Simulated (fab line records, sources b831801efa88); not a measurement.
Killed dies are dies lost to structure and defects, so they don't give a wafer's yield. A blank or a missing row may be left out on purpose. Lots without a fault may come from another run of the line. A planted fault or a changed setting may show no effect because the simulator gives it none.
Problem report in the 8D (eight disciplines) form, filled by code | flow sky130 | the parts of the form that need people (team, actions taken, sign-off) are left out

1. THE PROBLEM
strip_time_to_endpoint_s at SKY_METAL4_STRIP_19 reads a mean of 11.83 s on 6 wafers of 2 lots; wafers without a fault read 6.47 s with a standard deviation of 0.079. That is +68 standard deviations from the usual mean.
The step: strips in O2/N2.
First seen on wafer L555.2, day 44 14:37, on plasma_asher-03. The record holds 30 wafers of 10 lots with a number at this step. Rule for "out", or "out of limits": more than 4 standard deviations from the usual mean. The other wafers with a number count as sound.

2. WHAT IT IS AND WHAT IT IS NOT
question                    | is                                       | is not
which readings at this step | strip_time_to_endpoint_s, oes_product_au | drypump_motor_current_A
which lots                  | L554, L555                               | L548, L552, L553, L562, L563, L564, L566, L569
which wafers of those lots  | all that have a number                   | -
read on which tools         | plasma_asher-02, plasma_asher-03         | plasma_asher-01
when                        | from day 44 14:37                        | up to then (9 sound wafers); but 15 sound wafers of L562, L563, L564, L566, L569 came after

3. SUSPECTS, AND WHAT RULES EACH OUT
Counting: a tool at a process step up to the reading stays a suspect if it ran every lot that is out and no sound lot after the first of them.
- rie_metal-03 at SKY_METAL4_METAL_ETCH_18 (etches the open film in Cl2/BCl3, stops on SiO2, target depth 845 nm, time 183.1 s): kept. It ran every lot that is out, first L555 (day 44 14:26), and no sound lot after that; its last sound lot up to then is L553 (day 44 08:26).
Left after counting: rie_metal-03 at SKY_METAL4_METAL_ETCH_18.

4. THE CAUSE (what the simulator had put in)
Skipped step whole: rie_metal-03, from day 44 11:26 on, at SKY_METAL4_METAL_ETCH_18. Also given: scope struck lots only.
Counting left only this tool.

5. THE CHAIN OF EFFECTS, in route order
Each row: a reading whose mean over the struck wafers that have a number lies more than 3 standard deviations from the usual. Only readings for which the record gives a usual standard deviation are gone through. hours: the time from each lot's start at the first step in this table that gives one to its start at this step, as a median over the lots. sigmas: the change in usual standard deviations.
hours | step                  | reading                  | usual      | on struck wafers | change | sigmas
0     | SKY_METAL4_STRIP_19   | oes_product_au           | 0.499 a.u. | 0.711            | +0.212 | +39
0     | SKY_METAL4_STRIP_19   | strip_time_to_endpoint_s | 6.47 s     | 11.83            | +5.36  | +68
92    | SKY_PAD_OPEN_PROBE_99 | defect_limited_yield     | 82.5 %     | 0.0              | -82.5  | -43
92    | SKY_PAD_OPEN_PROBE_99 | killed_at_M4_up          | 2.9        | 411.3            | +408.4 | +99 or more
92    | SKY_PAD_OPEN_PROBE_99 | killed_dies              | 86         | 492              | +406   | +44
92    | SKY_PAD_OPEN_PROBE_99 | killed_on_rim            | 17         | 96               | +79    | +20
92    | SKY_PAD_OPEN_PROBE_99 | sort_bin_5_function      | 10.4 %     | 93.3             | +82.9  | +55
92    | SKY_PAD_OPEN_PROBE_99 | sort_n_pass              | 406        | 0                | -406   | -44
92    | SKY_PAD_OPEN_PROBE_99 | sort_yield_pct           | 82.5 %     | 0.0              | -82.5  | -43
The process steps in it:
- SKY_METAL4_STRIP_19: strips in O2/N2.
- SKY_PAD_OPEN_PROBE_99
Readings that are blank on the struck wafers while sound wafers have them: bcl3_flow_sccm at SKY_METAL4_METAL_ETCH_18; bias_w at SKY_METAL4_METAL_ETCH_18; drypump_motor_current_A at SKY_METAL4_METAL_ETCH_18; he_backside_leak_sccm at SKY_METAL4_METAL_ETCH_18; mfc_cl2_sccm at SKY_METAL4_METAL_ETCH_18; oes_product_au at SKY_METAL4_METAL_ETCH_18; rf_fwd_power_W at SKY_METAL4_METAL_ETCH_18; throttle_valve_pct at SKY_METAL4_METAL_ETCH_18.

6. WHAT WOULD HAVE CAUGHT IT SOONER
In this record the first reading out of limits was taken at day 44 14:37, 3 hours after the fault began at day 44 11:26.
At SKY_METAL4_METAL_ETCH_18 the tool's readings are blank on the struck wafers, where sound wafers have them: an empty tool record is the first sign, and it was there at once.
Of the lots that are out (2), L554 began SKY_METAL4_METAL_ETCH_18 on rie_metal-03 after day 44 14:37. A hold on the tool at that time would have spared it.
